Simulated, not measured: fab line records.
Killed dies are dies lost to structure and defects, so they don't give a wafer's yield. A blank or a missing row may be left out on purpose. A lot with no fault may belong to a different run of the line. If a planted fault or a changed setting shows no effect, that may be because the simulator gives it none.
A lot that was struck, set against a sound lot + flow sky130 + 36 out of 708 route steps
Sound: wafers L137.2, L137.3, L137.5. Struck: wafer L144.4 (L144.3, L144.6, from the same lot, were not struck and are left out); the cause is given at the end.
For every step that has rows: the tool of each side, followed by ch and its chambers, followed by its first start. Under that, the readings that differ: sound wafers + struck wafers + difference of the means + sigmas: that difference in standard deviations of wafers without a fault.
alike: words and numbers the same on both sides, and readings whose means are apart by under 2 such deviations; not compared: readings that were withheld, readings missing a value for some wafer, numbers with overlapping values and no deviation given by the record, and bounds like >300 which may hide the same value.
The two part at a step that has a row with sigmas, a row that says differs or no value, or rows on one side only. Numbers that have no deviation but don't overlap get no sigmas and don't part them. A reading that every wafer of one side lacks parts them only if that side has two wafers or more.

first, 10 steps without rows for these wafers: SKY_LI_CONTACT_EXPOSE_09 (exposes mask LICM1, target cd 170 nm); SKY_LI_CONTACT_PEB_10; SKY_LI_CONTACT_DEVELOP_11 (develop time 60 s); SKY_LI_CONTACT_ETCH_14 (etches BARC in N2/H2, stops on SiO2, time 45.9 s, target depth 60 nm); SKY_LI_CONTACT_ETCH_15 (etches PSG in C4F8/O2/Ar, stops on Si, target depth 600 nm); SKY_LI_CONTACT_STRIP_16 (strips in O2/N2); SKY_LI_CONTACT_CLEAN_17 (cleans in NMP, time 600 s); SKY_LI_CONTACT_PRE_CLEAN_18 (time 5.6 s); SKY_LI_CONTACT_SPUTTER_19 (material Ti, target thk 20 nm, time 106.37 s); SKY_LI_CONTACT_SPUTTER_20 (material TiN, target thk 20 nm, time 80 s).
SKY_LI_CONTACT_CVD_21: deposits W, target thk 400 nm, time 120.56 s.
  sound on cvdW-02 ch 0,1, day 31 10:41; struck on cvdW-02 ch 0, day 33 17:32
| reading                                 | sound             | struck | difference | sigmas |
|-----------------------------------------|-------------------|--------|------------|--------|
| model.W_of_LI_CONTACT_CVD_21.thkNm (nm) | 410.4 405.5 398.2 | 566.1  | +161.4     |        |
  alike: heaterPowerW
SKY_LI_CONTACT_RS_MEAS_22: a four-point-probe measurement.
  struck on filmMetro-03, day 33 17:56; sound on filmMetro-02, day 31 10:50
| reading                  | sound             | struck | difference | sigmas |
|--------------------------|-------------------|--------|------------|--------|
| LI_CONTACT_W_RS (ohm/sq) | 0.277 0.281 0.286 | 0.201  | -0.080     | -20    |
  not compared: hold
SKY_LI_CONTACT_THK_MEAS_23: measures by xrf.
  struck on filmMetro-03, day 33 20:11; sound on filmMetro-02, day 31 10:57
  not compared: hold, LI_CONTACT_W_THK
SKY_LI_CONTACT_CMP_24: polishes, stops on PSG, t overpolish 20 s, target thk 0 nm.
  sound on cmp-02 ch 1,2,3, day 31 11:03; struck on cmp-01 ch 1, day 33 23:14
| reading             | sound    | struck                  | difference                   | sigmas |
|---------------------|----------|-------------------------|------------------------------|--------|
| hold                | - - -    | awaitDispo/2.5h/release | no value on the sound wafers |        |
| timeToEndpointS (s) | 93 93 99 | 147                     | +52                          | +10    |
  alike: motorCurrentA, slurryFilterDpKPa
then, 19 steps without rows for these wafers: SKY_LOCAL_INTERCONNECT_SPUTTER_00 (material TiN, target thk 100 nm, time 83.3 s); SKY_LOCAL_INTERCONNECT_DEHYDRATE_03 (time 60 s); SKY_LOCAL_INTERCONNECT_HMDS_04 (prime time 60 s); SKY_LOCAL_INTERCONNECT_COAT_05 (resist thk 60 nm); SKY_LOCAL_INTERCONNECT_COAT_06 (resist thk 450 nm); SKY_LOCAL_INTERCONNECT_SOFTBAKE_07 (time 90 s); SKY_LOCAL_INTERCONNECT_EXPOSE_08 (exposes mask LI1M, target cd 170 nm); SKY_LOCAL_INTERCONNECT_PEB_09; SKY_LOCAL_INTERCONNECT_DEVELOP_10 (develop time 60 s); SKY_LOCAL_INTERCONNECT_ETCH_13 (etches BARC in N2/H2, stops on SiO2, time 45.9 s, target depth 60 nm); SKY_LOCAL_INTERCONNECT_METAL_ETCH_14 (etches TiN in Cl2/BCl3, stops on PSG, target depth 110 nm, time 31.4 s); SKY_LOCAL_INTERCONNECT_STRIP_15 (strips in O2/N2); SKY_LOCAL_INTERCONNECT_STRIP_16 (strips in post etch residue remover, time 1200 s); SKY_LOCAL_INTERCONNECT_CLEAN_17 (cleans in IPA, time 180 s); SKY_LOCAL_INTERCONNECT_CLEAN_18 (cleans in O3/DIW); SKY_CONTACT_CVD_00 (deposits Si3N4, target thk 75 nm); SKY_CONTACT_HDPCVD_02 (deposits SiO2, target thk 565 nm, time 94.2 s); SKY_CONTACT_CMP_04 (polishes SiO2); SKY_CONTACT_DEHYDRATE_06 (time 60 s).
-- the record jumps here: 12 days lie between the struck wafers' starts before and after (it left off in module CONTACT and takes up again in module METAL4, whose first step shown is number 631 of the route) --
SKY_METAL4_DESCUM_15: chemistry O2, time 8 s.
  sound on rieMetal-03 ch 0,1, day 43 17:07; struck on rieMetal-04 ch 1, day 45 19:40
| reading                | sound             | struck | difference | sigmas |
|------------------------|-------------------|--------|------------|--------|
| oesProductAu (a.u.)    | 1.001 1.000 0.993 | 1.018  | +0.020     | +2     |
| model.METAL4.cdNm (nm) | 295.9 297.4 297.8 | 317.6  | +20.6      |        |
  alike: drypumpMotorCurrentA, rfFwdPowerW
  not compared: rfHoursCounterH
SKY_METAL4_METAL_ETCH_18: etches the open film in Cl2/BCl3, stops on SiO2, target depth 845 nm, time 183.1 s.
  sound on rieMetal-04 ch 0,1, day 43 17:16; struck on rieMetal-02 ch 0, day 45 20:00
| reading                | sound         | struck | difference | sigmas |
|------------------------|---------------|--------|------------|--------|
| model.METAL4.cdNm (nm) | 301 298 299.6 | 316.7  | +17.2      |        |
  alike: drypumpMotorCurrentA, oesProductAu, rfFwdPowerW, throttleValvePct
  not compared: rfHoursCounterH
-- the record jumps here: 3 days lie between the struck wafers' starts before and after (it left off in module METAL4 and takes up again in module PAD_OPEN, whose first step shown is number 708 of the route) --
SKY_PAD_OPEN_PROBE_99:
  struck on prober-02, day 49 01:53; sound on prober-02, day 47 10:23
| reading                       | sound                | struck | difference | sigmas |
|-------------------------------|----------------------|--------|------------|--------|
| killedAtFrontEnd              | 15 17 10             | 24     | +10        | +2     |
| model.etest.met4.widthNm (nm) | 299 293.6 300.6      | 319.6  | +21.9      |        |
| model.etest.met4.lineOhmUm    | 0.1407 0.1454 0.1401 | 0.1355 | -0.0066    |        |
  alike: killed_at_M0_to_M3, killed_at_M4_up, killedAtContacts, killedAtOther, killedDies, killedOpen, killedShort

## WHERE THEY PART
Earliest at SKY_LI_CONTACT_RS_MEAS_22; latest, in this record, at SKY_PAD_OPEN_PROBE_99.

WHY: what had been put in by the simulator
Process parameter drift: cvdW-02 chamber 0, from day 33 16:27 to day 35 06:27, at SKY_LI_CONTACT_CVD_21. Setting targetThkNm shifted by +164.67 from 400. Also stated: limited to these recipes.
